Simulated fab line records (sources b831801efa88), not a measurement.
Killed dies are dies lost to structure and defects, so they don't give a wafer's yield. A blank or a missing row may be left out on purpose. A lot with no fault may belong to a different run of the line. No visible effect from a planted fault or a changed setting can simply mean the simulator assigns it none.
The tool behind it: which one? || flow gf180mcu || 14 lots with 42 wafers sampled at 4 steps, on a route of 602 steps

## WHAT THE GAUGES SHOWED, per wafer
GF_V4_CD_MEAS_14 targets a cd of 260 nm.
{"lot": "L764", "measured": "day 24 06:55", "on": "cdSem-01", "cdNm (nm)": "260.4 260.4 261.7"}
{"lot": "L765", "measured": "day 24 17:58", "on": "cdSem-02", "cdNm (nm)": "260.0 261.2 261.4"}
{"lot": "L766", "measured": "day 25 02:51", "on": "cdSem-01", "cdNm (nm)": "260.4 259.9 261.5"}
{"lot": "L767", "measured": "day 25 15:50", "on": "cdSem-02", "cdNm (nm)": "258.8 259.8 258.7"}
{"lot": "L769", "measured": "day 26 02:39", "on": "cdSem-02", "cdNm (nm)": "259.3 259.2 258.8"}
{"lot": "L770", "measured": "day 26 11:25", "on": "cdSem-01", "cdNm (nm)": "260.7 259.8 260.8"}
{"lot": "L771", "measured": "day 26 20:37", "on": "cdSem-02", "cdNm (nm)": "259.3 259.9 259.9"}
{"lot": "L773", "measured": "day 27 10:07", "on": "cdSem-02", "cdNm (nm)": "258.7 259.8 258.5"}
{"lot": "L774", "measured": "day 27 20:39", "on": "cdSem-01", "cdNm (nm)": "259.3 260.2 259.5"}
{"lot": "L776", "measured": "day 28 09:15", "on": "cdSem-02", "cdNm (nm)": "258.3 260.4 260.7"}
{"lot": "L777", "measured": "day 28 15:39", "on": "cdSem-01", "cdNm (nm)": "262.0 261.4 262.5"}
{"lot": "L781", "measured": "day 29 20:34", "on": "cdSem-01", "cdNm (nm)": "260.9 261.8 260.8"}
{"lot": "L784", "measured": "day 30 12:58", "on": "cdSem-01", "cdNm (nm)": "260.0 260.2 261.3"}
{"lot": "L785", "measured": "day 30 21:09", "on": "cdSem-01", "cdNm (nm)": "260.0 260.5 260.3"}

GF_M5_CD_MEAS_07 targets a cd of 280 nm.
{"lot": "L764", "measured": "day 26 04:14", "on": "cdSem-01", "cdNm (nm)": "281.4 278.5 280.1"}
{"lot": "L765", "measured": "day 26 15:06", "on": "cdSem-02", "cdNm (nm)": "280.8 281.4 280.8"}
{"lot": "L766", "measured": "day 26 23:24", "on": "cdSem-02", "cdNm (nm)": "281.9 281.1 281.0"}
{"lot": "L767", "measured": "day 27 11:14", "on": "cdSem-02", "cdNm (nm)": "281.6 280.0 281.1"}
{"lot": "L769", "measured": "day 27 21:33", "on": "cdSem-02", "cdNm (nm)": "279.3 278.7 279.1"}
{"lot": "L770", "measured": "day 28 05:49", "on": "cdSem-01", "cdNm (nm)": "277.8 277.7 278.0"}
{"lot": "L771", "measured": "day 28 14:57", "on": "cdSem-02", "cdNm (nm)": "279.1 280.2 280.9"}
{"lot": "L773", "measured": "day 29 03:39", "on": "cdSem-01", "cdNm (nm)": "280.5 281.0 281.6"}
{"lot": "L774", "measured": "day 29 13:39", "on": "cdSem-01", "cdNm (nm)": "281.3 280.8 280.3"}
{"lot": "L776", "measured": "day 30 00:54", "on": "cdSem-01", "cdNm (nm)": "280.8 280.1 280.3"}
{"lot": "L777", "measured": "day 30 07:46", "on": "cdSem-02", "cdNm (nm)": "278.8 280.0 280.0"}
{"lot": "L781", "measured": "day 31 11:32", "on": "cdSem-01", "cdNm (nm)": "280.5 281.3 279.9"}
{"lot": "L784", "measured": "day 32 01:43", "on": "cdSem-02", "cdNm (nm)": "279.2 280.9 280.1"}
{"lot": "L785", "measured": "day 32 09:56", "on": "cdSem-01", "cdNm (nm)": "280.1 279.3 279.8"}

GF_V5_CD_MEAS_14 targets a cd of 260 nm.
{"lot": "L764", "measured": "day 27 02:54", "on": "cdSem-01", "cdNm (nm)": "260.4 259.3 258.5"}
{"lot": "L765", "measured": "day 27 12:40", "on": "cdSem-01", "cdNm (nm)": "260.1 261.8 259.4"}
{"lot": "L766", "measured": "day 27 20:37", "on": "cdSem-02", "cdNm (nm)": "261.1 261.1 262.3"}
{"lot": "L767", "measured": "day 28 08:11", "on": "cdSem-02", "cdNm (nm)": "260.0 259.5 259.8"}
{"lot": "L769", "measured": "day 28 18:19", "on": "cdSem-01", "cdNm (nm)": "260.8 260.0 260.9"}
{"lot": "L770", "measured": "day 29 02:22", "on": "cdSem-02", "cdNm (nm)": "259.7 259.5 260.3"}
{"lot": "L771", "measured": "day 29 10:55", "on": "cdSem-02", "cdNm (nm)": "259.9 259.3 260.1"}
{"lot": "L773", "measured": "day 29 23:37", "on": "cdSem-02", "cdNm (nm)": "258.6 258.6 258.9"}
{"lot": "L774", "measured": "day 30 10:35", "on": "cdSem-02", "cdNm (nm)": "258.5 260.1 258.9"}
{"lot": "L776", "measured": "day 30 20:48", "on": "cdSem-02", "cdNm (nm)": "258.4 260.6 259.1"}
{"lot": "L777", "measured": "day 31 03:40", "on": "cdSem-02", "cdNm (nm)": "259.3 257.8 259.5"}
{"lot": "L781", "measured": "day 32 06:24", "on": "cdSem-01", "cdNm (nm)": "258.3 258.7 258.2"}
{"lot": "L784", "measured": "day 32 19:25", "on": "cdSem-02", "cdNm (nm)": "260.3 260.5 260.0"}
{"lot": "L785", "measured": "day 33 03:30", "on": "cdSem-01", "cdNm (nm)": "259.9 260.7 260.5"}

## TOOL THAT RAN EACH LOT (tool first, then ch and the chambers of the sampled wafers, then the start)
{"lot": "L764", "GF_V4_CMP_04": "cmp-01 ch 2,3, day 23 08:25"}
{"lot": "L765", "GF_V4_CMP_04": "cmp-02 ch 0,1,3, day 23 19:25"}
{"lot": "L766", "GF_V4_CMP_04": "cmp-01 ch 0,1, day 24 04:49"}
{"lot": "L767", "GF_V4_CMP_04": "cmp-01 ch 0,2,3, day 24 18:07"}
{"lot": "L769", "GF_V4_CMP_04": "cmp-02 ch 0,3, day 25 05:28"}
{"lot": "L770", "GF_V4_CMP_04": "cmp-01 ch 1,2, day 25 14:20"}
{"lot": "L771", "GF_V4_CMP_04": "cmp-01 ch 0,2,3, day 25 23:29"}
{"lot": "L773", "GF_V4_CMP_04": "cmp-01 ch 2,3, day 26 13:23"}
{"lot": "L774", "GF_V4_CMP_04": "cmp-02 ch 0,2,3, day 27 00:23"}
{"lot": "L776", "GF_V4_CMP_04": "cmp-02 ch 0,2,3, day 27 12:43"}
{"lot": "L777", "GF_V4_CMP_04": "cmp-01 ch 0,2,3, day 27 19:09"}
{"lot": "L781", "GF_V4_CMP_04": "cmp-01 ch 0,1,2, day 29 01:50"}
{"lot": "L784", "GF_V4_CMP_04": "cmp-02 ch 0,2,3, day 29 18:02"}
{"lot": "L785", "GF_V4_CMP_04": "cmp-02 ch 2,3, day 30 02:38"}
- GF_V4_CMP_04: polishes SiO2.

## WHAT THE TOOLS THEMSELVES READ (means of the sampled wafers that have a number; where no wafer has one, the mark that the record gives instead)
GF_V4_CMP_04.
{"lot": "L764", "tool": "cmp-01", "motorCurrentA (A)": 11.6, "slurryFlowMlMin": 149.8, "timeToEndpointS (s)": 83}
{"lot": "L765", "tool": "cmp-02", "motorCurrentA (A)": 13.5, "slurryFlowMlMin": 149.8, "timeToEndpointS (s)": 85}
{"lot": "L766", "tool": "cmp-01", "motorCurrentA (A)": 11.5, "slurryFlowMlMin": 150.3, "timeToEndpointS (s)": 81}
{"lot": "L767", "tool": "cmp-01", "motorCurrentA (A)": 11.2, "slurryFlowMlMin": 149.9, "timeToEndpointS (s)": 81}
{"lot": "L769", "tool": "cmp-02", "motorCurrentA (A)": 12.6, "slurryFlowMlMin": 150.4, "timeToEndpointS (s)": 83}
{"lot": "L770", "tool": "cmp-01", "motorCurrentA (A)": 11.7, "slurryFlowMlMin": 150.0, "timeToEndpointS (s)": 81}
{"lot": "L771", "tool": "cmp-01", "motorCurrentA (A)": 11.2, "slurryFlowMlMin": 149.7, "timeToEndpointS (s)": 80}
{"lot": "L773", "tool": "cmp-01", "motorCurrentA (A)": 11.3, "slurryFlowMlMin": 149.9, "timeToEndpointS (s)": 80}
{"lot": "L774", "tool": "cmp-02", "motorCurrentA (A)": 12.3, "slurryFlowMlMin": 150.0, "timeToEndpointS (s)": 81}
{"lot": "L776", "tool": "cmp-02", "motorCurrentA (A)": 11.9, "slurryFlowMlMin": 149.9, "timeToEndpointS (s)": 78}
{"lot": "L777", "tool": "cmp-01", "motorCurrentA (A)": 11.1, "slurryFlowMlMin": 149.8, "timeToEndpointS (s)": 82}
{"lot": "L781", "tool": "cmp-01", "motorCurrentA (A)": 11.4, "slurryFlowMlMin": 149.9, "timeToEndpointS (s)": 82}
{"lot": "L784", "tool": "cmp-02", "motorCurrentA (A)": 12.1, "slurryFlowMlMin": 149.6, "timeToEndpointS (s)": 82}
{"lot": "L785", "tool": "cmp-02", "motorCurrentA (A)": 13.2, "slurryFlowMlMin": 149.9, "timeToEndpointS (s)": 80}

## THE ANSWER, worked out from the rows above alone
Rule: the usual values come from the lots themselves. Put in order of their means at a reading, lots are off if they are a third of the lots or fewer, leave a main group of 4 or more, and stand apart from it by a gap of 3 or more times the standard deviation of the main group's means; of several such gaps the widest counts. The tables above print the reading to a certain number of digits; a main group whose means all agree to those digits is not used. Also off: a lot with no number at a reading for which 4 or more lots have one. Where the step has rows for the other lots, those lots are counted as sound. After the gauges, taken in route order, come the tools' own readings; for these a lot's mean is taken, as printed above. The first step at which some lot is off is used, and at that step the reading that is off furthest; a lot without a number counts as furthest.
Nothing can be told from this: no lot is off at any reading shown.

## WHAT WAS PUT IN BY THE SIMULATOR
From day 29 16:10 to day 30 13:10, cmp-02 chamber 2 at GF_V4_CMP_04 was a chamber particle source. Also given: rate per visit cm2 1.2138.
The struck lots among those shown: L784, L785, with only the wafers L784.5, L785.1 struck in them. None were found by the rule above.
